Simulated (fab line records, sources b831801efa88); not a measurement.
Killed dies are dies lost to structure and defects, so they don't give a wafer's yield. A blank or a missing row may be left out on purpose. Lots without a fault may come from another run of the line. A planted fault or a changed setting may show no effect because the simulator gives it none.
fab line records | flow sky130
record lots=14 wafers=42 last_day=50
route steps=708 shown LI_CONTACT@383
lots that met no fault: from a run of the same line without faults
start_h: hours from the record's first day to the start of the lot's first wafer shown | wait_h: hours since the lot's step before | " the same as in the row above | L1.1+2: a row that stands for several wafers | - no value, or no start given | * or withheld: withheld | < > ~ a bound
route shown NAME@n: a module of which the file shows steps, and the number in the route of the first | usual: mean/standard deviation of fault-free wafers | same: alike in all rows | chamber/n: place in a boat | sites: the reading at each site | _std_site: their standard deviation | _edge_site: outer sites' mean less inner sites' | radius_mm: how far each site lies from the wafer's centre | mask NAME#n: copy n | behind: the tool/chamber that last shaped the wafer | hold: why the lot was held/for how many hours/how that ended | device: the transistor (n, p or np) that didn't switch | end of line: the same wafers' tests at the end of the route | a step without rows: its recipe alone | killed: dies lost to structure and defects at the first sort, not the wafer's yield | map: a wafer's dies, x killed, . not, _ none there
set.NAME: the setting as run; set.NAME@STEP: as run at that earlier step | model.NAME: the simulator's own value behind a step, which no gauge read
steps of the route over a sample of lots; a table a step, a row a wafer
services: from which hour (start_h, from the record's first day; less than 0 if before it) a tool's chamber was out of use, for how many hours, and why
## steps
# step SKY_LI_CONTACT_CVD_21
# recipe material=W target_thk_nm=400 time_s=120.56 temp_c=400 pressure_torr=40
# usual heater_power_w=844/21
# columns lot.wafer tool chamber start_h wait_h heater_power_w
L287.1 cvd_w-02 1 677.17 0.0 847
L287.2 " 0 " " 852
L287.6 " 1 " " 850
L289.1 cvd_w-01 1 699.00 0.0 840
L289.4 " 0 " " 806
L289.6 " 0 " " 825
L290.3 cvd_w-02 0 705.68 0.1 863
L290.5 " 1 " " 827
L290.6 " 0 " " 872
L291.1 cvd_w-02 1 711.60 0.0 839
L291.3 " 1 " " 835
L291.4 " 0 " " 849
L293.2 cvd_w-01 1 725.68 0.0 846
L293.3 " 1 " " 852
L293.4 " 0 " " 827
L294.1 cvd_w-01 0 736.62 0.0 810
L294.2 " 1 " " 846
L294.5 " 0 " " 830
L295.2 cvd_w-02 1 739.90 0.0 845
L295.5 " 0 " " 850
L295.6 " 1 " " 834
L296.1 cvd_w-02 1 757.58 0.0 849
L296.4 " 1 " " 838
L296.5 " 0 " " 860
L298.2 cvd_w-02 1 767.63 0.0 837
L298.5 " 0 " " 872
L298.6 " 1 " " 842
L299.1 cvd_w-02 1 772.37 0.0 838
L299.3 " 1 " " 850
L299.6 " 0 " " 877
L303.1 cvd_w-01 0 815.87 0.0 814
L303.2 " 1 " " 873
L303.3 " 1 " " 866
L307.1 cvd_w-01 0 829.48 0.0 833
L307.2 " 1 " " 862
L307.4 " 1 " " 863
L308.2 cvd_w-01 1 842.20 0.0 868
L308.3 " 1 " " 862
L308.6 " 0 " " 846
L310.2 cvd_w-02 0 853.60 0.0 871
L310.3 " 0 " " 865
L310.6 " 1 " " 845
# step SKY_LI_CONTACT_RS_MEAS_22
# recipe thk_meas_gauge=four-point-probe reads=W_of_LI_CONTACT_CVD_21+TiN_of_LI_CONTACT_SPUTTER_20+Ti_of_LI_CONTACT_SPUTTER_19
# usual LI_CONTACT_W_RS=0.283/0.0035
# columns lot.wafer tool chamber start_h wait_h LI_CONTACT_W_RS[ohm/sq]
L287.1 film_metro-02 - 677.29 0.1 0.285
L287.2 " - " " 0.285
L287.6 " - " " 0.283
L289.1 film_metro-02 - 699.13 0.1 0.284
L289.4 " - " " 0.280
L289.6 " - " " 0.277
L290.3 film_metro-02 - 705.80 0.1 0.285
L290.5 " - " " 0.283
L290.6 " - " " 0.289
L291.1 film_metro-01 - 711.73 0.1 0.281
L291.3 " - " " 0.282
L291.4 " - " " 0.288
L293.2 film_metro-01 - 725.83 0.1 0.286
L293.3 " - " " 0.287
L293.4 " - " " 0.283
L294.1 film_metro-01 - 736.74 0.1 0.279
L294.2 " - " " 0.286
L294.5 " - " " 0.277
L295.2 film_metro-03 - 740.05 0.1 0.282
L295.5 " - " " 0.285
L295.6 " - " " 0.286
L296.1 film_metro-02 - 757.71 0.1 0.283
L296.4 " - " " 0.286
L296.5 " - " " 0.286
L298.2 film_metro-01 - 767.78 0.1 0.284
L298.5 " - " " 0.284
L298.6 " - " " 0.285
L299.1 film_metro-01 - 772.49 0.1 0.285
L299.3 " - " " 0.280
L299.6 " - " " 0.284
L303.1 film_metro-03 - 815.99 0.1 0.280
L303.2 " - " " 0.286
L303.3 " - " " 0.285
L307.1 film_metro-01 - 829.61 0.1 0.219
L307.2 " - " " 0.285
L307.4 " - " " 0.284
L308.2 film_metro-01 - 842.35 0.1 0.284
L308.3 " - " " 0.284
L308.6 " - " " 0.220
L310.2 film_metro-02 - 853.75 0.1 0.280
L310.3 " - " " 0.284
L310.6 " - " " 0.284
# step SKY_LI_CONTACT_THK_MEAS_23
# recipe thk_meas_gauge=xrf reads=W_of_LI_CONTACT_CVD_21
# usual LI_CONTACT_W_THK=386/7
# columns lot.wafer tool chamber start_h wait_h LI_CONTACT_W_THK[nm]
L287.1 film_metro-02 - 677.41 0.1 377
L287.2 " - " " 380
L287.6 " - " " 382
L289.1 film_metro-02 - 699.25 0.1 374
L289.4 " - " " 378
L289.6 " - " " 381
L290.3 film_metro-02 - 705.90 0.1 373
L290.5 " - " " 374
L290.6 " - " " 366
L291.1 film_metro-01 - 711.85 0.1 392
L291.3 " - " " 389
L291.4 " - " " 384
L293.2 film_metro-01 - 725.94 0.1 387
L293.3 " - " " 384
L293.4 " - " " 391
L294.1 film_metro-01 - 736.86 0.1 394
L294.2 " - " " 387
L294.5 " - " " 401
L295.2 film_metro-03 - 740.16 0.1 393
L295.5 " - " " 389
L295.6 " - " " 388
L296.1 film_metro-02 - 757.83 0.1 387
L296.4 " - " " 382
L296.5 " - " " 379
L298.2 film_metro-01 - 767.89 0.1 388
L298.5 " - " " 388
L298.6 " - " " 391
L299.1 film_metro-01 - 772.61 0.1 385
L299.3 " - " " 394
L299.6 " - " " 387
L303.1 film_metro-03 - 816.11 0.1 390
L303.2 " - " " 386
L303.3 " - " " 382
L307.1 film_metro-01 - 829.73 0.1 497
L307.2 " - " " 391
L307.4 " - " " 391
L308.2 film_metro-01 - 842.46 0.1 382
L308.3 " - " " 386
L308.6 " - " " 491
L310.2 film_metro-02 - 853.86 0.1 387
L310.3 " - " " 382
L310.6 " - " " 384
# step SKY_LI_CONTACT_CMP_24
# recipe stop_on=PSG t_overpolish_s=20 down_force_psi=3.5 platen_rpm=60 target_thk_nm=0 pad_velocity_m_s=0.94248
# usual motor_current_A=11.3/1.3 time_to_endpoint_s=96/3.5
# columns lot.wafer tool chamber start_h wait_h motor_current_A time_to_endpoint_s
L287.2 cmp-01 3 677.57 0.1 13.0 99
L287.1 " 0 " " 13.2 103
L287.6 " 2 " " 10.5 98
L289.4 cmp-02 3 699.36 0.1 10.1 98
L289.1 " 0 " " 11.5 102
L289.6 " 3 " " 9.6 98
L290.3 cmp-01 1 706.04 0.1 10.6 93
L290.5 " 3 " " 12.3 93
L290.6 " 0 " " 13.8 95
L291.1 cmp-02 1 711.91 0.1 9.7 98
L291.3 " 3 " " 10.3 94
L291.4 " 0 " " 11.3 96
L293.3 cmp-01 1 725.99 0.0 10.0 95
L293.2 " 2 " " 10.5 98
L293.4 " 0 " " 13.3 103
L294.1 cmp-01 2 736.97 0.1 10.8 101
L294.2 " 3 " " 13.1 97
L294.5 " 2 " " 10.5 97
L295.2 cmp-01 3 740.26 0.1 11.9 97
L295.5 " 2 " " 11.1 96
L295.6 " 3 " " 11.2 93
L296.1 cmp-02 2 757.89 0.1 12.6 95
L296.4 " 1 " " 9.4 96
L296.5 " 2 " " 13.1 95
L298.2 cmp-02 1 767.99 0.1 10.1 92
L298.5 " 0 " " 12.1 93
L298.6 " 1 " " 9.3 91
L299.1 cmp-02 3 772.72 0.1 10.1 90
L299.3 " 0 " " 11.5 90
L299.6 " 2 " " 12.4 91
L303.2 cmp-02 0 816.17 0.0 12.1 93
L303.1 " 1 " " 9.9 95
L303.3 " 3 " " 10.3 89
L307.1 cmp-02 2 829.84 0.1 12.6 121
L307.4 " 3 " " 10.4 95
L307.2 " 0 " " 12.2 97
L308.3 cmp-01 2 842.61 0.1 11.0 95
L308.2 " 3 " " 12.6 94
L308.6 " 0 " " 13.5 128
L310.3 cmp-02 2 853.96 0.1 12.5 90
L310.2 " 0 " " 11.7 92
L310.6 " 2 " " 12.3 90
## services
# columns tool chamber start_h hours kind
cmp-01 - 668.82 0.9 repair
cmp-01 - 694.46 5.7 repair
cvd_w-02 - 699.37 0.4 repair
cmp-01 - 713.33 1.5 repair
cmp-02 - 714.68 0.5 repair
cmp-02 - 744.00 4.0 pm
cmp-02 - 748.00 - consumable_replace:conditioner
cmp-02 - 748.00 - consumable_replace:pad
cvd_w-01 - 768.27 1.0 repair
cmp-01 - 787.28 0.5 repair
cmp-01 - 808.74 3.4 repair
cmp-01 - 838.26 3.9 pm
## key
first_sign step=SKY_LI_CONTACT_RS_MEAS_22 reading=LI_CONTACT_W_RS direction=down sigmas=18 usual=0.283 struck=0.219
effect step=SKY_LI_CONTACT_THK_MEAS_23 reading=LI_CONTACT_W_THK direction=up sigmas=15 usual=386 struck=494
effect step=SKY_LI_CONTACT_CMP_24 reading=time_to_endpoint_s direction=up sigmas=8.3 usual=* struck=*
met_at SKY_LI_CONTACT_CVD_21
struck_lots L307,L308
struck_wafers L307.1,L308.6
tester_left_out L307,L308
onset_between 815.87 829.48
fault kind=process_parameter_drift tool=cvd_w-01 chamber=- onset_h=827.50 steps=SKY_LI_CONTACT_CVD_21 channel=target_thk_nm offset=101.96 shape=step end_h=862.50 scope=struck_wafers_only acts_in=these_recipes_only stated=400
# tester_left_out: of these lots the tester's yield and bins aren't shown, on N5 and GAA mostly nor the transistor test; their killed dies are dies lost to structure and defects alone, not to doping, threshold or leakage, so they don't give the yield
